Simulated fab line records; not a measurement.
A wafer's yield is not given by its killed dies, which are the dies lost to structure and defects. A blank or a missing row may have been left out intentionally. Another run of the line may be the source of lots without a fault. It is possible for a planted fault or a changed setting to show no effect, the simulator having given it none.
Comparing a struck lot with a sound one	flow sky130	17 out of 708 route steps
Sound: wafers L681.3, L681.5, L681.6. Struck: wafer L680.1; the same lot's L680.4 was not struck, so it is left out; see the end for the cause.
Per side, at each step with rows, come the tool, then ch with its chambers, and then its first start. Under that, the readings that differ: sound wafers	struck wafers	difference of the means	sigmas: that difference in standard deviations of wafers without a fault.
alike: words and numbers the same on both sides, and readings whose means are apart by under 2 such deviations; not compared: readings that were withheld, readings missing a value for some wafer, numbers with overlapping values and no deviation given by the record, and bounds like >300 which may hide the same value.
Wherever a step has rows on one side only, a row that says differs or no value, or a row with sigmas, the two part there. When numbers do not overlap yet have no deviation, they are printed without sigmas and do not part them. A reading that every wafer of one side lacks parts them only if that side has two wafers or more.

first, 2 steps without rows for these wafers: SKY_NWELL_IMPLANT_12; SKY_NWELL_IMPLANT_13.
SKY_NWELL_STRIP_14: strips in O2/N2.
  sound on plasmaAsher-04 ch 0,1, day 8 13:40; struck on plasmaAsher-04 ch 1, day 8 06:23
reading	sound	struck	difference	sigmas
rfHoursCounterH (h)	- - -	47	no value on the sound wafers	
  alike: drypumpMotorCurrentA, oesProductAu, stripTimeToEndpointS
SKY_NWELL_TW_MEAS_15:
  sound: filmMetro-01 at day 8 13:45; struck: filmMetro-01 at day 8 06:29
  alike: NWELL_TW
then, 7 steps without rows for these wafers: SKY_NWELL_DEHYDRATE_16 (time 60 s); SKY_NWELL_HMDS_17 (prime time 60 s); SKY_NWELL_COAT_18 (resist thk 3000 nm); SKY_NWELL_SOFTBAKE_19; SKY_NWELL_EXPOSE_20 (exposes mask NWM COMPLEMENT, target cd 840 nm); SKY_NWELL_PEB_21; SKY_NWELL_DEVELOP_22 (develop time 60 s).
SKY_NWELL_OVL_MEAS_23:
  sound: overlay-02 at day 9 10:28; struck: overlay-02 at day 9 03:19
  alike: NWELL_01_OVL
SKY_NWELL_IMPLANT_24:
  sound on implanter-02 ch 0, day 9 10:32; struck on implanter-03 ch 0, day 9 03:20
reading	sound	struck	difference	sigmas
beamOnS (s)	10.04 9.90 9.97	8.07	-1.90	-9
faradayCurrentUA	51.5 52.5 52.1	64.1	+12.1	+11
SKY_NWELL_STRIP_25: strips in O2/N2.
  sound on plasmaAsher-02 ch 0,1, day 9 10:41; struck on plasmaAsher-02 ch 1, day 9 03:29
reading	sound	struck	difference	sigmas
rfHoursCounterH (h)	- - -	51	no value on the sound wafers	
  alike: drypumpMotorCurrentA, oesProductAu, stripTimeToEndpointS
SKY_NWELL_TW_MEAS_26:
  sound: filmMetro-02 at day 9 10:46; struck: filmMetro-01 at day 9 03:35
reading	sound	struck	difference	sigmas
NWELL_2_TW	498 501 496	469	-29	-8
then, 1 step without rows for these wafers: SKY_NWELL_CLEAN_27 (cleans in SC1/SC2, time 150 s).
-- the record jumps here: 40 days lie between the struck wafers' starts before and after (it left off in module NWELL and takes up again in module PAD_OPEN, whose first step shown is number 708 of the route) --
SKY_PAD_OPEN_PROBE_99:
  sound: prober-02 at day 49 19:13; struck: prober-01 at day 49 14:20
  alike: killed_at_M0_to_M3, killed_at_M4_up, killedAtContacts, killedAtFrontEnd, killedAtOther, killedDies, killedOpen, killedShort
  not compared: model.etest.pfet_16v.rOnOhmUm, model.etest.resIsoPwell.rsOhmSq, model.etest.resPwellUnderGate.rsOhmSq, model.etest.resIsoPwell.lineOhmUm, model.etest.pfet_16v.driveUaUm, model.etest.fieldN.vtV, model.etest.nfet_05v0_nvt.vtSatV, model.etest.nfet_05v0_nvt.bodyRiseV

WHERE THEY PART
First at SKY_NWELL_STRIP_14; last, within this record, at SKY_NWELL_TW_MEAS_26. Later steps at which nothing parts them and some readings are alike: SKY_PAD_OPEN_PROBE_99.

WHY: what had been put in by the simulator
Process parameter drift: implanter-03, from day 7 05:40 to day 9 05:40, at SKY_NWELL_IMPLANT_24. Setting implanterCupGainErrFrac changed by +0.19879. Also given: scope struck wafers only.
